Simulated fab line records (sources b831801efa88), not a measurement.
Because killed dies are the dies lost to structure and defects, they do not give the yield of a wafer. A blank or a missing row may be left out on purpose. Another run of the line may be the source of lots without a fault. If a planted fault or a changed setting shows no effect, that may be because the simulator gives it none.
A lot that was struck, set against a sound lot	flow gf180mcu	16 steps out of a route of 602
Sound: wafers L526.2, L526.4, L526.5. Struck: wafer L532.6 (left out: L532.3, L532.4 of the same lot, which were not struck); the cause appears at the end.
For every step that has rows: the tool of each side, followed by ch and its chambers, followed by its first start. Under that, the readings that differ: sound wafers	struck wafers	difference of the means	sigmas: that difference in standard deviations of wafers without a fault.
alike: readings whose means differ by less than 2 such deviations, and words and numbers that are the same on both sides. not compared: withheld readings, readings that some wafer has no value for, bounds like >300 that may hide the same value, and numbers for which the record gives no deviation and whose values overlap.
A row with sigmas, a row that says differs or no value, or rows on one side alone: a step with any of these is where the two part. Numbers that have no deviation but don't overlap get no sigmas and don't part them. A reading that every wafer of one side lacks parts them only if that side has two wafers or more.

first, 9 steps without rows for these wafers: GF_MIM_STRIP_21 (strips in post etch residue remover, time 1200 s); GF_MIM_CLEAN_22 (cleans in DIW); GF_M5_DEHYDRATE_00 (time 60 s); GF_M5_HMDS_01 (prime time 60 s); GF_M5_COAT_02 (resist thk 1000 nm); GF_M5_SOFTBAKE_03 (time 60 s); GF_M5_EXPOSE_04 (exposes mask Metal5, target cd 280 nm); GF_M5_PEB_05 (peb time 90 s); GF_M5_DEVELOP_06 (develop time 60 s).
GF_M5_CD_MEAS_07 targets a cd of 280 nm.
  struck on cd_sem-01, day 29 10:10; sound on cd_sem-02, day 27 15:44
  alike: cd_nm
GF_M5_OVL_MEAS_08:
  struck on overlay-02, day 29 10:16; sound on overlay-01, day 27 15:50
  alike: M5_OVL
GF_M5_ETCH_09: etches Si3N4 in CF4/O2, target depth 52 nm, time 11.6 s.
  sound on rie_diel-04 ch 0,2,3, day 27 15:52; struck on rie_diel-03 ch 2, day 29 10:17
  alike: drypump_motor_current_A, oes_product_au, throttle_valve_pct
  not compared: rf_hours_counter_h
GF_M5_METAL_ETCH_10: etches the open film in Cl2/BCl3, stops on SiO2, target depth 750.8 nm, time 125.1 s.
  sound on rie_metal-04 ch 0,1, day 27 15:53; struck on rie_metal-04 ch 0, day 29 10:21
reading	sound	struck	difference	sigmas
oes_product_au (a.u.)	0.988 0.991 0.986	1.018	+0.030	+3
run_length_s (s)	153.6 153.5 152.7	142.2	-11.1	-19
model.KrF_of_M5_COAT_02.thk_nm (nm)	641.2 642.3 650.6	671.5	+26.8	
  alike: drypump_motor_current_A, throttle_valve_pct
  not compared: rf_hours_counter_h
GF_M5_STRIP_11: strips in O2/N2.
  sound on plasma_asher-02 ch 0,1, day 27 16:01; struck on plasma_asher-04 ch 1, day 29 10:28
reading	sound	struck	difference	sigmas
drypump_motor_current_A (A)	4.9 4.9 6.1	6.2	+0.9	+2
strip_time_to_endpoint_s (s)	6.96 6.96 7.04	7.24	+0.25	+4
  alike: heater_power_w, n2_flow_sccm, oes_product_au
  not compared: rf_hours_counter_h
then, 2 steps without rows for these wafers: GF_M5_STRIP_12 (strips in post etch residue remover, time 1200 s); GF_PASSIVATION_PROBE_99.

== WHERE THEY PART ==
First at GF_M5_METAL_ETCH_10; last, within this record, at GF_M5_STRIP_11.

WHY: the cause the simulator had injected
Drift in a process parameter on rie_metal-04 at GF_M5_METAL_ETCH_10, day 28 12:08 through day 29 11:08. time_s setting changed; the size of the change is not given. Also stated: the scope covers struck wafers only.
